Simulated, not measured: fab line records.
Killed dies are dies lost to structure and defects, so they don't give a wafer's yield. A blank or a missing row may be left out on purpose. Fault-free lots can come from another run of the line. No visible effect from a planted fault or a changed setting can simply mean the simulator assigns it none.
What tool caused it? | flow gf180mcu | Sampling: 6 lots, 18 wafers, 2 of 602 route steps

## WHAT EACH GAUGE READ, for each wafer
GF_HV_LDD_CD_MEAS_46: the cd target is 400 nm.
lot  | measured     | on        | cd_nm (nm)
L758 | day 13 17:44 | cd_sem-01 | 398.0 399.1 398.3
L761 | day 14 12:22 | cd_sem-01 | 396.4 397.8 394.9
L763 | day 15 05:38 | cd_sem-01 | 385.0 386.2 385.4
L769 | day 16 16:45 | cd_sem-02 | 392.9 393.8 394.1
L776 | day 19 01:49 | cd_sem-02 | 397.3 396.8 398.8
L778 | day 19 13:57 | cd_sem-02 | 395.3 397.6 397.7

## WHICH TOOL RAN EACH LOT (tool, then ch and the chambers of the sampled wafers, then the start)
lot  | GF_HV_LDD_COAT_41
L758 | litho_track-03 ch 0, day 13 08:14
L761 | litho_track-01 ch 0, day 14 01:55
L763 | litho_track-01 ch 0, day 14 18:23
L769 | litho_track-02 ch 0, day 16 06:13
L776 | litho_track-02 ch 0, day 18 13:16
L778 | litho_track-02 ch 0, day 19 01:13
- GF_HV_LDD_COAT_41: resist thk 1000 nm.

## THE ANSWER, worked out from the rows above alone
Rule: usual is defined by the lots themselves. Put in order of their means at a reading, lots are off if they are a third of the lots or fewer, leave a main group of 4 or more, and stand apart from it by a gap of 3 or more times the standard deviation of the main group's means; of several such gaps the widest counts. Not used: any main group whose means are identical at the precision the tables above print for the reading. Also off: a lot with no number at a reading for which 4 or more lots have one. Any other lot the step has rows for is counted as sound.
Off: L763, at GF_HV_LDD_CD_MEAS_46 (cd_nm). The main group has a mean of 396.6 nm with a standard deviation of 1.7.
A tool fits if, at a process step before that reading, it ran every lot that is off, and no sound lot after the first of them. The gauges at GF_HV_LDD_CD_MEAS_46 are tried like those tools. Undecided on this evidence; 2 tools fit (litho_track-01 at GF_HV_LDD_COAT_41, cd_sem-01 at GF_HV_LDD_CD_MEAS_46).

## WHAT WAS PUT IN BY THE SIMULATOR
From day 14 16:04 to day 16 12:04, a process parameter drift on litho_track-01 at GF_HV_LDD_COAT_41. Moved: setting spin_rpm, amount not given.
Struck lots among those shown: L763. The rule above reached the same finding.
